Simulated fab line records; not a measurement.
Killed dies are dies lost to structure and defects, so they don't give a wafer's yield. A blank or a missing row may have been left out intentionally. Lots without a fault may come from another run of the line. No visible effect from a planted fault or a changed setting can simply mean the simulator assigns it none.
Which of the tools did it? -- flow gf180mcu -- Sampling: 13 lots, 39 wafers, 3 of 602 route steps

## WHAT EACH GAUGE READ, for each wafer
GF_HV_LDD_OVL_MEAS_47.
lot,measured,on,HV_LDD_03_OVL (nm)
L571,day 12 10:29,overlay-01,-0.1 -1.1 -2.8
L572,day 12 12:47,overlay-01,0.4 0.1 -1.3
L573,day 12 17:41,overlay-02,-2.0 0.5 -0.6
L574,day 13 07:02,overlay-01,2.2 4.1 1.6
L576,day 14 00:26,overlay-02,-0.1 0.4 1.0
L577,day 14 05:53,overlay-01,0.2 -1.4 1.0
L579,day 15 00:59,overlay-02,0.2 1.4 0.4
L580,day 15 07:43,overlay-02,-2.3 0.5 -0.7
L581,day 15 17:59,overlay-01,-0.6 0.0 -0.7
L583,day 16 08:08,overlay-02,0.4 1.4 0.3
L590,day 19 10:50,overlay-01,2.0 -0.1 1.4
L591,day 19 13:40,overlay-01,-0.2 1.8 0.7
L594,day 20 07:14,overlay-01,0.5 0.9 0.1

## WHAT TOOL EACH LOT RAN ON (gives the tool, then ch and the chambers of the sampled wafers, and finally the start)
lot,GF_POLY_GATE_ETCH_12,GF_HV_LDD_SOFTBAKE_42
L571,"rieDiel-04 ch 0,1,3, day 9 08:07","lithoTrack-01 ch 0, day 12 00:56"
L572,"rieDiel-02 ch 0,3, day 9 09:35","lithoTrack-01 ch 0, day 12 03:08"
L573,"rieDiel-03 ch 2,3, day 9 15:02","lithoTrack-04 ch 0, day 12 08:16"
L574,"rieDiel-04 ch 0,1,3, day 10 00:53","lithoTrack-02 ch 0, day 12 20:34"
L576,"rieDiel-02 ch 0,2, day 10 17:38","lithoTrack-02 ch 0, day 13 14:38"
L577,"rieDiel-03 ch 2,3, day 10 22:04","lithoTrack-01 ch 0, day 13 19:37"
L579,"rieDiel-04 ch 1,3, day 11 15:01","lithoTrack-02 ch 0, day 14 14:22"
L580,"rieDiel-03 ch 0,3, day 11 20:43","lithoTrack-02 ch 0, day 14 21:01"
L581,"rieDiel-04 ch 0,2,3, day 12 04:16","lithoTrack-04 ch 0, day 15 07:01"
L583,"rieDiel-04 ch 0,1,3, day 12 17:34","lithoTrack-04 ch 0, day 15 20:26"
L590,"rieDiel-02 ch 0,2,3, day 15 10:41","lithoTrack-02 ch 0, day 18 22:31"
L591,"rieDiel-02 ch 0,1,2, day 15 14:26","lithoTrack-02 ch 0, day 19 01:55"
L594,"rieDiel-03 ch 0,1, day 16 06:50","lithoTrack-04 ch 0, day 19 19:31"
- GF_POLY_GATE_ETCH_12: etches BARC in N2/H2.
- GF_HV_LDD_SOFTBAKE_42: time 60 s.

## WHAT THE TOOLS THEMSELVES READ (means of the sampled wafers that have a number; where no wafer has one, the mark that the record gives instead)
GF_POLY_GATE_ETCH_12.
lot,tool,drypumpMotorCurrentA (A),oesProductAu (a.u.),rfFwdPowerW (W),throttleValvePct (%)
L571,rieDiel-04,6.4,0.737,497.4,13.227
L572,rieDiel-02,6.2,0.735,495.6,13.219
L573,rieDiel-03,5.6,0.736,496.5,13.221
L574,rieDiel-04,6.3,0.734,496.8,13.217
L576,rieDiel-02,5.5,0.737,495.0,13.220
L577,rieDiel-03,5.6,0.735,495.8,13.214
L579,rieDiel-04,6.4,0.741,496.9,13.214
L580,rieDiel-03,5.9,0.741,498.0,13.215
L581,rieDiel-04,6.4,0.741,495.8,13.216
L583,rieDiel-04,6.4,0.733,497.8,13.221
L590,rieDiel-02,5.9,0.740,494.7,13.227
L591,rieDiel-02,5.6,0.729,495.9,13.216
L594,rieDiel-03,6.1,0.734,494.8,13.213

GF_HV_LDD_SOFTBAKE_42.
lot,tool,exhaustPa (Pa),heaterPowerTotalW (W),runLengthS (s)
L571,lithoTrack-01,44.7,56.59,89.35
L572,lithoTrack-01,46.3,56.59,89.36
L573,lithoTrack-04,44.2,56.61,89.06
L574,lithoTrack-02,45.7,56.61,88.75
L576,lithoTrack-02,44.6,56.60,88.77
L577,lithoTrack-01,44.2,56.59,89.46
L579,lithoTrack-02,44.8,56.62,88.72
L580,lithoTrack-02,46.1,56.58,88.81
L581,lithoTrack-04,44.6,56.64,89.08
L583,lithoTrack-04,44.6,56.60,89.07
L590,lithoTrack-02,44.2,58.98,82.31
L591,lithoTrack-02,45.5,58.91,82.29
L594,lithoTrack-04,44.5,56.58,89.10

## THE ANSWER, worked out from the rows above alone
Rule: the lots themselves supply what counts as usual. The widest of any qualifying gaps counts: lots, ordered by their means at a reading, are off when they make up no more than a third of the lots, leave a main group of 4 or more, and stand apart from it by 3 or more times the standard deviation of that group's means. If all means in a main group match to the digits the tables above print for the reading, that group is not used. A lot without any number at a reading at which 4 lots or more have one is off too. All remaining lots with rows at the step are treated as sound. The gauges are gone through in route order, then the tools' own readings, and for those a lot's mean is taken as printed above. At the first step where some lot is off, the reading lying furthest off is the one used; lots without a number count as furthest.
Off, at GF_HV_LDD_SOFTBAKE_42 on heaterPowerTotalW: L590, L591. Mean 56.60 W and standard deviation 0.017 in the main group.
If a tool, at that step or one of the process steps before it, ran each lot that is off and ran no sound lot following the first of them, it fits. Undecided on this evidence; 2 tools fit (rieDiel-02 at GF_POLY_GATE_ETCH_12, lithoTrack-02 at GF_HV_LDD_SOFTBAKE_42).

## WHAT WAS PUT IN BY THE SIMULATOR
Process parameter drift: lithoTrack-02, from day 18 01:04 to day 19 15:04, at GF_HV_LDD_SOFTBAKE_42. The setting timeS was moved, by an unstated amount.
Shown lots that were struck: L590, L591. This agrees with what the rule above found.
